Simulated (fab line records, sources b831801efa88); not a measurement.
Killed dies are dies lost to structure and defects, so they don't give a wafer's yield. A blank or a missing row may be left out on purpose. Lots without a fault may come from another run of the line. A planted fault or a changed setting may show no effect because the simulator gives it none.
fab line records | flow sfq_line
record lots=13 wafers=39 last_day=92
route steps=325 shown I0@45 A5B@209 R5@213
lots that met no fault: from a run of the same line without faults
start_h: hours from the record's first day to the start of the lot's first wafer shown | wait_h: hours since the lot's step before | " the same as in the row above | L1.1+2: a row that stands for several wafers | - no value, or no start given | * or withheld: withheld | < > ~ a bound
route shown NAME@n: a module of which the file shows steps, and the number in the route of the first | usual: mean/standard deviation of fault-free wafers | same: alike in all rows | chamber/n: place in a boat | sites: the reading at each site | _std_site: their standard deviation | _edge_site: outer sites' mean less inner sites' | radius_mm: how far each site lies from the wafer's centre | mask NAME#n: copy n | behind: the tool/chamber that last shaped the wafer | hold: why the lot was held/for how many hours/how that ended | device: the transistor (n, p or np) that didn't switch | end of line: the same wafers' tests at the end of the route | a step without rows: its recipe alone | killed: dies lost to structure and defects at the first sort, not the wafer's yield | map: a wafer's dies, x killed, . not, _ none there
set.NAME: the setting as run; set.NAME@STEP: as run at that earlier step | model.NAME: the simulator's own value behind a step, which no gauge read
steps of the route over a sample of lots; a table a step, a row a wafer
services: from which hour (start_h, from the record's first day; less than 0 if before it) a tool's chamber was out of use, for how many hours, and why
## steps
# step SFQ_I0_BOW_MEAS_907
# recipe mode=bow
# usual I0_BOW=0/7.3
# columns lot.wafer tool chamber start_h wait_h I0_BOW[um]
L771.1 film_metro-02 - 188.56 2.0 6
L771.3 " - " " 6
L771.5 " - " " 8
L772.3 film_metro-04 - 197.85 2.0 6
L772.4 " - " " 0
L772.6 " - " " 5
L773.2 film_metro-04 - 204.74 1.5 -3
L773.3 " - " " 5
L773.4 " - " " 4
L776.2 film_metro-02 - 221.83 2.5 3
L776.3 " - " " 2
L776.4 " - " " 9
L777.4 film_metro-03 - 233.87 1.6 -5
L777.5 " - " " 9
L777.6 " - " " 1
L781.3 film_metro-04 - 266.85 1.0 -4
L781.4 " - " " 3
L781.5 " - " " 4
L783.3 film_metro-04 - 273.87 2.5 -5
L783.4 " - " " 1
L783.6 " - " " -13
L786.2 film_metro-04 - 287.83 2.0 -9
L786.3 " - " " -4
L786.4 " - " " 1
L787.1 film_metro-02 - 292.86 2.0 -6
L787.4 " - " " 0
L787.6 " - " " -11
L789.3 film_metro-02 - 303.67 2.5 -2
L789.4 " - " " -9
L789.6 " - " " 8
L790.1 film_metro-03 - 306.63 2.5 9
L790.5 " - " " 9
L790.6 " - " " -1
L793.1 film_metro-02 - 325.37 2.0 -6
L793.2 " - " " 9
L793.6 " - " " 4
L794.1 film_metro-04 - 335.84 2.5 -10
L794.2 " - " " 4
L794.6 " - " " 9
# step SFQ_TRILAYER_I0_VIA_STRIP_STRIP_035
# recipe gas=O2 power_w=200 platen_temp_c=40 overash_fraction=0.65 chemistry=O2 pressure_mtorr=50
# usual drypump_motor_current_A=5.2/0.37 oes_product_au=1.001/0.014
# columns lot.wafer tool chamber start_h wait_h drypump_motor_current_A oes_product_au rf_hours_counter_h
L771.1 rie_metal-04 1 203.32 - 5.3 0.988 154
L771.3 " 0 " " 5.0 1.022 -
L771.5 " 0 " " 5.1 1.021 -
L772.3 rie_metal-04 0 213.12 - 5.1 1.024 -
L772.4 " 1 " " 5.3 0.991 -
L772.6 " 1 " " 5.3 0.992 -
L773.2 rie_metal-02 1 303.18 - 4.7 1.002 187
L773.3 " 0 " " 5.7 0.980 -
L773.4 " 1 " " 4.7 1.007 -
L776.2 rie_metal-01 1 330.91 - 5.4 0.995 92
L776.3 " 1 " " 5.4 1.003 -
L776.4 " 0 " " 5.9 0.981 -
L777.4 rie_metal-02 1 349.79 - 4.7 1.013 -
L777.5 " 1 " " 4.7 1.005 -
L777.6 " 1 " " 4.7 1.008 -
L781.3 rie_metal-02 0 394.76 - 5.6 0.986 -
L781.4 " 1 " " 4.7 1.020 -
L781.5 " 1 " " 4.7 1.009 -
L783.3 rie_metal-02 1 406.97 - 4.7 1.015 -
L783.4 " 0 " " 5.7 0.985 -
L783.6 " 1 " " 4.7 1.008 -
L786.2 rie_metal-02 0 424.77 - 5.7 0.994 9
L786.3 " 0 " " 5.7 1.001 -
L786.4 " 1 " " 4.7 1.015 -
L787.1 rie_metal-02 0 433.17 - 5.7 0.993 10
L787.4 " 0 " " 5.7 0.994 -
L787.6 " 0 " " 5.7 0.980 -
L789.3 rie_metal-02 1 445.37 - 4.7 1.009 -
L789.4 " 0 " " 5.6 1.000 -
L789.6 " 1 " " 4.7 1.011 -
L790.1 rie_metal-01 0 449.97 - 5.8 0.974 82
L790.5 " 0 " " 5.8 0.978 -
L790.6 " 1 " " 5.4 0.993 -
L793.1 rie_metal-02 0 473.97 - 5.7 0.993 16
L793.2 " 1 " " 4.8 1.012 24
L793.6 " 0 " " 5.7 1.000 -
L794.1 rie_metal-04 1 480.10 - 5.3 0.999 16
L794.2 " 0 " " 5.1 1.007 65
L794.6 " 0 " " 5.1 1.010 -
# step SFQ_TRILAYER_A5B_DEP_PECVD_129
# recipe material=SiO2 temp_c=150 time_s=133.33 pressure_torr=2.4 rf_w=183.3 precursor=SiH4/N2O target_thk_nm=600
# usual heater_power_w=90/15 susceptor_temp_C=149.99/0.16 throttle_valve_pct=25.1/1.2
# columns lot.wafer tool chamber start_h wait_h heater_power_w susceptor_temp_C throttle_valve_pct
L771.1 pecvd-01 0 1324.23 0.0 86 149.85 25.6
L771.3 " 2 " " 110 149.90 26.3
L771.5 " 0 " " 86 149.88 25.5
L772.3 pecvd-03 1 1324.58 0.0 113 150.20 22.7
L772.4 " 2 " " 93 150.05 24.4
L772.6 " 0 " " 106 149.81 25.1
L773.2 pecvd-03 1 1336.34 0.0 109 149.84 22.6
L773.3 " 0 " " 105 150.08 25.5
L773.4 " 2 " " 101 150.10 24.4
L776.2 pecvd-04 2 1348.34 0.0 75 149.80 25.3
L776.3 " 1 " " 68 149.94 26.3
L776.4 " 1 " " 71 149.94 26.1
L777.4 pecvd-03 1 1353.01 0.0 101 149.81 22.7
L777.5 " 2 " " 99 149.99 24.3
L777.6 " 0 " " 108 150.03 25.6
L781.3 pecvd-03 0 1366.16 0.0 110 150.20 25.6
L781.4 " 0 " " 95 150.09 25.4
L781.5 " 1 " " 92 149.90 22.8
L783.3 pecvd-03 2 1399.94 0.0 93 150.13 24.7
L783.4 " 2 " " 96 149.94 24.5
L783.6 " 1 " " 101 149.92 22.7
L786.2 pecvd-03 0 1412.96 0.0 96 150.20 25.6
L786.3 " 2 " " 92 149.94 24.6
L786.4 " 0 " " 99 149.91 25.5
L787.1 pecvd-03 2 1418.96 0.0 101 149.80 24.6
L787.4 " 1 " " 111 150.13 22.9
L787.6 " 2 " " 84 149.78 24.7
L789.3 pecvd-01 0 1422.56 0.0 80 150.10 26.0
L789.4 " 1 " " 83 149.79 27.5
L789.6 " 2 " " 112 150.00 26.5
L790.1 pecvd-03 1 1426.18 0.0 110 149.94 22.6
L790.5 " 0 " " 105 150.21 25.7
L790.6 " 2 " " 89 150.05 24.4
L793.1 pecvd-04 0 1441.55 0.0 88 149.82 24.7
L793.2 " 2 " " 86 149.94 25.4
L793.6 " 0 " " 93 149.90 24.6
L794.1 pecvd-04 0 1457.39 0.0 100 150.01 24.5
L794.2 " 2 " " 79 150.12 25.6
L794.6 " 0 " " 100 149.92 24.8
# step SFQ_TRILAYER_R5_DEP_SPUTTER_133
# recipe material=MoNx base_pressure_pa=1.33e-06 target_thk_nm=40 power_w=1000 time_s=66.7 chamber_pressure_pa=0.4
# usual cathode_dc_power_W=1000.0/0.19 throttle_valve_pct=29.9/0.77
# columns lot.wafer tool chamber start_h wait_h cathode_dc_power_W throttle_valve_pct
L771.1 pvd_sputter-05 - 1331.81 0.0 999.91 29.4
L771.3 " - " " 1000.1 29.5
L771.5 " - " " 1000.3 29.7
L772.3 pvd_sputter-06 - 1333.01 0.0 999.83 30.4
L772.4 " - " " 1000.1 30.4
L772.6 " - " " 999.64 29.1
L773.2 pvd_sputter-04 - 1340.65 0.0 999.94 30.6
L773.3 " - " " 1000.1 29.5
L773.4 " - " " 999.61 29.4
L776.2 pvd_sputter-04 - 1352.65 0.0 1000.0 32.1
L776.3 " - " " 999.89 29.2
L776.4 " - " " 999.76 30.2
L777.4 pvd_sputter-06 - 1357.30 0.0 1000.4 30.2
L777.5 " - " " 999.91 30.5
L777.6 " - " " 1000.1 30.4
L781.3 pvd_sputter-06 - 1372.65 0.0 969.65 29.9
L781.4 " - " " 970.10 30.6
L781.5 " - " " 969.92 30.3
L783.3 pvd_sputter-06 - 1404.36 0.0 970.03 29.2
L783.4 " - " " 969.88 30.2
L783.6 " - " " 969.82 29.0
L786.2 pvd_sputter-05 - 1419.43 0.0 999.98 29.3
L786.3 " - " " 1000.0 29.6
L786.4 " - " " 999.72 29.4
L787.1 pvd_sputter-04 - 1425.43 0.0 999.85 32.1
L787.4 " - " " 1000.2 29.4
L787.6 " - " " 999.79 29.6
L789.3 pvd_sputter-04 - 1428.43 0.0 999.95 31.6
L789.4 " - " " 1000.1 30.4
L789.6 " - " " 999.92 29.7
L790.1 pvd_sputter-05 - 1433.82 0.0 999.97 29.1
L790.5 " - " " 1000.2 29.6
L790.6 " - " " 1000.0 29.4
L793.1 pvd_sputter-04 - 1445.86 0.0 1000.3 30.5
L793.2 " - " " 999.85 31.8
L793.6 " - " " 1000.0 29.2
L794.1 pvd_sputter-05 - 1461.70 0.0 999.79 29.1
L794.2 " - " " 999.83 29.5
L794.6 " - " " 999.77 29.4
# step SFQ_R5_RS_MEAS_933
# recipe thk_meas_gauge=four-point-probe reads=Ti_of_TRILAYER_R5_DEP_SPUTTER_134+MoNx_of_TRILAYER_R5_DEP_SPUTTER_133+Ti_of_TRILAYER_R5_DEP_SPUTTER_132
# usual R5_MONX_RS=7.03/0.079
# columns lot.wafer tool chamber start_h wait_h R5_MONX_RS[ohm/sq]
L771.1 film_metro-02 - 1331.88 0.0 6.88
L771.3 " - " " 6.98
L771.5 " - " " 6.89
L772.3 film_metro-01 - 1333.12 0.0 6.98
L772.4 " - " " 6.94
L772.6 " - " " 6.92
L773.2 film_metro-01 - 1340.74 0.0 7.01
L773.3 " - " " 6.89
L773.4 " - " " 6.87
L776.2 film_metro-01 - 1352.74 0.0 7.04
L776.3 " - " " 7.03
L776.4 " - " " 7.04
L777.4 film_metro-04 - 1357.40 0.1 7.09
L777.5 " - " " 6.87
L777.6 " - " " 6.96
L781.3 film_metro-01 - 1372.76 0.0 7.34
L781.4 " - " " 7.22
L781.5 " - " " 7.13
L783.3 film_metro-01 - 1404.47 0.0 7.29
L783.4 " - " " 7.35
L783.6 " - " " 7.26
L786.2 film_metro-01 - 1419.52 0.0 7.06
L786.3 " - " " 7.10
L786.4 " - " " 7.08
L787.1 film_metro-02 - 1425.50 0.0 7.03
L787.4 " - " " 7.15
L787.6 " - " " 7.02
L789.3 film_metro-01 - 1428.54 0.0 7.00
L789.4 " - " " 7.07
L789.6 " - " " 7.05
L790.1 film_metro-02 - 1433.89 0.0 7.04
L790.5 " - " " 7.03
L790.6 " - " " 7.08
L793.1 film_metro-02 - 1445.94 0.0 6.97
L793.2 " - " " 6.93
L793.6 " - " " 6.97
L794.1 film_metro-01 - 1461.77 0.0 7.04
L794.2 " - " " 7.05
L794.6 " - " " 6.98
# step SFQ_R5_THK_MEAS_934
# recipe thk_meas_gauge=xrf reads=MoNx_of_TRILAYER_R5_DEP_SPUTTER_133
# usual R5_MONX_THK=39.6/0.47
# columns lot.wafer tool chamber start_h wait_h R5_MONX_THK[nm]
L771.1 film_metro-02 - 1332.00 0.1 40.8
L771.3 " - " " 39.9
L771.5 " - " " 40.3
L772.3 film_metro-01 - 1333.22 0.1 39.5
L772.4 " - " " 39.7
L772.6 " - " " 39.5
L773.2 film_metro-01 - 1340.85 0.1 39.5
L773.3 " - " " 40.1
L773.4 " - " " 40.5
L776.2 film_metro-01 - 1352.85 0.1 39.4
L776.3 " - " " 39.5
L776.4 " - " " 39.8
L777.4 film_metro-04 - 1357.49 0.1 39.2
L777.5 " - " " 40.4
L777.6 " - " " 40.2
L781.3 film_metro-01 - 1372.86 0.1 37.7
L781.4 " - " " 38.3
L781.5 " - " " 38.7
L783.3 film_metro-01 - 1404.57 0.1 38.0
L783.4 " - " " 37.6
L783.6 " - " " 38.2
L786.2 film_metro-01 - 1419.63 0.1 39.3
L786.3 " - " " 39.3
L786.4 " - " " 39.2
L787.1 film_metro-02 - 1425.62 0.1 39.6
L787.4 " - " " 39.0
L787.6 " - " " 39.7
L789.3 film_metro-01 - 1428.64 0.1 39.4
L789.4 " - " " 39.3
L789.6 " - " " 39.3
L790.1 film_metro-02 - 1434.01 0.1 39.7
L790.5 " - " " 39.8
L790.6 " - " " 39.4
L793.1 film_metro-02 - 1446.06 0.1 39.8
L793.2 " - " " 40.2
L793.6 " - " " 40.2
L794.1 film_metro-01 - 1461.89 0.1 39.3
L794.2 " - " " 39.2
L794.6 " - " " 39.6
## services
# columns tool chamber start_h hours kind
pecvd-03 - 191.80 2.4 repair
rie_metal-02 0 224.17 7.0 repair
rie_metal-02 - 235.25 1.1 repair
pecvd-03 - 251.99 6.0 pm
pecvd-03 - 313.34 0.3 repair
pecvd-03 1 330.51 7.6 repair
pecvd-03 - 429.10 14.6 pm
rie_metal-02 - 443.09 1.4 pm
pecvd-03 - 530.63 2.8 pm
pecvd-03 1 539.20 18.2 repair
pecvd-03 2 706.17 26.4 repair
pecvd-03 0 765.02 5.3 repair
pecvd-03 - 802.94 4.3 pm
pecvd-03 - 874.89 0.3 repair
pecvd-03 - 914.76 2.1 repair
rie_metal-02 - 917.96 2.8 pm
pecvd-03 - 933.25 14.0 pm
rie_metal-02 - 956.39 0.5 repair
rie_metal-02 - 1034.25 0.5 repair
pecvd-03 - 1088.15 0.8 repair
rie_metal-02 - 1111.40 1.2 repair
pecvd-03 2 1180.53 4.3 repair
pecvd-03 - 1181.47 5.5 pm
rie_metal-02 - 1192.97 0.1 repair
## key
first_sign step=SFQ_TRILAYER_R5_DEP_SPUTTER_133 reading=cathode_dc_power_W direction=down sigmas=99+ usual=1000.0 struck=969.90
effect step=SFQ_R5_RS_MEAS_933 reading=R5_MONX_RS direction=up sigmas=3 usual=7.03 struck=7.27
effect step=SFQ_R5_THK_MEAS_934 reading=R5_MONX_THK direction=down sigmas=3.2 usual=39.6 struck=38.1
met_at SFQ_TRILAYER_R5_DEP_SPUTTER_133
struck_lots L781,L783
not_acting_at SFQ_I0_BOW_MEAS_907,SFQ_TRILAYER_I0_VIA_STRIP_STRIP_035,SFQ_TRILAYER_A5B_DEP_PECVD_129
onset_between 1357.30 1372.65
fault kind=process_parameter_drift tool=pvd_sputter-06 chamber=- onset_h=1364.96 steps=SFQ_TRILAYER_R5_DEP_SPUTTER_133 channel=power_w offset=-30.245 shape=step end_h=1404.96 acts_in=these_recipes_only stated=1000
